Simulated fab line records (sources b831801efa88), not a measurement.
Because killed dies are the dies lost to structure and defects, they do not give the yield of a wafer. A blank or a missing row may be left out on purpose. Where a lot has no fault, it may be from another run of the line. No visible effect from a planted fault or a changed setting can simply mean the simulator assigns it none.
2 desks looking at one fault | flow gf180mcu | numbers are kept per desk, each desk with only its own; the story behind them comes last

## AT THE METROLOGY DESK
Lot by lot, what the gauges showed, no matter which tool ran the lot: averages of those sampled wafers that carry a number. A lot is out of limits, marked OUT, if its mean lies more than 4 standard deviations from the usual mean; the brackets give that distance.
Columns: A = DUAL_GATE_OXIDATION_00_THK at GF_DUAL_GATE_THK_MEAS_03, usual 10.63 nm; B = POLY_GATE_OVL at GF_POLY_GATE_OVL_MEAS_11, usual -1 nm; C = cdNm at GF_HV_LDD_CD_MEAS_07, usual 399.1 nm
lot  | first seen here | A                | B  | C
L462 | day 7 18:33     | 10.67            | -5 | 397.8
L463 | day 7 22:56     | 10.56            | 1  | 398.4
L464 | day 8 05:02     | 10.94            | -1 | 397.9
L466 | day 8 14:08     | 10.13            | 11 | 400.5
L468 | day 9 03:56     | 10.26            | 1  | 395.7
L469 | day 9 12:29     | 10.72            | -5 | 397.2
L470 | day 9 17:29     | 11.84 (+4.3) OUT | -6 | 402.1
L471 | day 10 01:58    | 12.45 (+6.5) OUT | -0 | 401.4
L479 | day 12 19:11    | 10.57            | 4  | 401.9
L480 | day 12 20:23    | 10.57            | -1 | 399.3
L481 | day 13 10:17    | 10.57            | 6  | 398.0
L484 | day 13 19:35    | 10.39            | 2  | 397.7
L485 | day 14 07:18    | 10.21            | -1 | 396.2
Finding of this desk: L470, L471 out of limits, first seen on L470 at day 9 17:29 (DUAL_GATE_OXIDATION_00_THK at GF_DUAL_GATE_THK_MEAS_03). L462, L463, L464, L466, L468, L469, L479, L480, L481, L484, L485 stayed within limits.

## TOOL OWNER'S DESK, furnace-02
The tool's own readings at GF_DUAL_GATE_OXIDATION_02 (stabilise 600 s, purge 300 s, target thk 10.887 nm): means of the sampled wafers that have a number, for each lot that ran on this tool. A lot is out of limits, marked OUT, if its mean lies more than 4 standard deviations from the usual mean; the brackets give that distance.
Columns: A = spikeTcUpperC at GF_DUAL_GATE_OXIDATION_02, usual 897.9 C; B = tubeCenterTempC at GF_DUAL_GATE_OXIDATION_02, usual 898.01 C
lot  | first seen here | A     | B
L462 | day 7 17:05     | 897.8 | 898.00
L463 | day 7 21:29     | 898.5 | 898.07
L464 | day 8 03:36     | 899.2 | 898.00
L469 | day 9 11:02     | 897.6 | 898.03
L470 | day 9 16:02     | 898.6 | 897.95
L471 | day 10 00:31    | 898.2 | 898.05
L479 | day 12 17:44    | 897.9 | 898.02
L484 | day 13 18:07    | 897.6 | 897.95
L485 | day 14 05:51    | 899.2 | 897.98
This desk's finding: nothing out of limits on any of the 9 lots.

## TAKEN TOGETHER
On L470, L471, the metrology desk was in a position to raise an alarm at day 9 17:29.
Nothing out of limits was seen by the tool owner's desk.
Tool owner's desk: L470, L471 on record, inside its limits.
All the named lots went through GF_DUAL_GATE_OXIDATION_02 on furnace-02.

## WHAT THE SIMULATOR HAD PUT IN
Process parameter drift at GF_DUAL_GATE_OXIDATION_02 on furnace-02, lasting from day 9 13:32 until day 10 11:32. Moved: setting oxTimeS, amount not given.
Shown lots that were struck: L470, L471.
Hours from the fault's start to each desk's first reading out of limits: the metrology desk, 4.
